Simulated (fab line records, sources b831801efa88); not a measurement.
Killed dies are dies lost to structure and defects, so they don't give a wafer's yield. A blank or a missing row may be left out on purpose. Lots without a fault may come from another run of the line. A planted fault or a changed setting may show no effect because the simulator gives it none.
Chamber matching | flow sky130 | SKY_POLY_CUT_ETCH_11 on rie_diel-04: 4 sister chambers
The step etches Si3N4 in CF4/CH2F2/Ar, stops on poly-Si, time 42.5 s, target depth 60 nm. 20 wafers are shown with their chamber, then 10 later ones without.

WAFERS WITH THEIR CHAMBER
wafer  | chamber | oes_product_au (a.u.) | throttle_valve_pct (%)
L337.1 | 1       | 0.830                 | 14.991
L337.2 | 3       | 0.837                 | 14.988
L337.3 | 2       | 0.831                 | 14.987
L340.3 | 0       | 0.821                 | 14.992
L340.5 | 1       | 0.824                 | 15.004
L340.6 | 0       | 0.833                 | 14.999
L341.3 | 2       | 0.831                 | 15.001
L341.4 | 0       | 0.818                 | 14.978
L341.6 | 3       | 0.829                 | 14.992
L343.2 | 3       | 0.832                 | 14.988
L343.5 | 3       | 0.830                 | 14.980
L343.6 | 2       | 0.831                 | 14.978
L346.1 | 3       | 0.822                 | 14.982
L346.2 | 2       | 0.824                 | 15.000
L346.3 | 1       | 0.826                 | 14.987
L354.2 | 3       | 0.839                 | 14.997
L354.3 | 2       | 0.840                 | 15.004
L354.6 | 3       | 0.831                 | 14.983
L355.2 | 0       | 0.826                 | 14.999
L355.3 | 2       | 0.831                 | 14.989

SIGNATURES (means of the wafers above)
reading            | chamber 0 | chamber 1 | chamber 2 | chamber 3 | scatter within a chamber
oes_product_au     | 0.82450   | 0.82667   | 0.83133   | 0.83143   | 0.00538
throttle_valve_pct | 14.99200  | 14.99400  | 14.99317  | 14.98714  | 0.00859
Rule: a wafer's distance from a chamber is the root of the sum, over the readings, of the square of ((its reading less the chamber's mean) divided by the reading's scatter). The wafer belongs to the nearest chamber; if the next one is less than 2 further off, it can't be placed. The scatter: the root of (the sum of the squares of (reading less its chamber's mean) over the shown wafers, divided by (wafers less chambers)).

WAFERS WITHOUT THEIR CHAMBER
wafer  | oes_product_au (a.u.) | throttle_valve_pct (%)
L355.4 | 0.832                 | 14.986
L356.2 | 0.817                 | 14.978
L356.5 | 0.823                 | 14.999
L356.6 | 0.823                 | 14.987
L357.4 | 0.810                 | 14.996
L357.5 | 0.816                 | 14.988
L357.6 | 0.807                 | 15.001
L358.1 | 0.833                 | 14.970
L358.3 | 0.842                 | 14.994
L358.6 | 0.837                 | 14.996

WHICH CHAMBER EACH WENT THROUGH
wafer  | from the rows above               | in truth
L355.4 | can't be placed: 3 or 2 or 1 or 0 | 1
L356.2 | can't be placed: 0 or 1 or 3 or 2 | 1
L356.5 | can't be placed: 0 or 1 or 2 or 3 | 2
L356.6 | can't be placed: 0 or 1 or 3 or 2 | 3
L357.4 | can't be placed: 0 or 1 or 2 or 3 | 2
L357.5 | can't be placed: 0 or 1 or 3 or 2 | 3
L357.6 | can't be placed: 0 or 1 or 2 or 3 | 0
L358.1 | can't be placed: 3 or 2 or 0 or 1 | 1
L358.3 | can't be placed: 2 or 3 or 1 or 0 | 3
L358.6 | can't be placed: 2 or 3 or 1 or 0 | 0
Placed correctly: 0 of 10. Can't be placed from these rows: 10 (the true chamber is among the candidates in 10). Placed wrongly: 0.
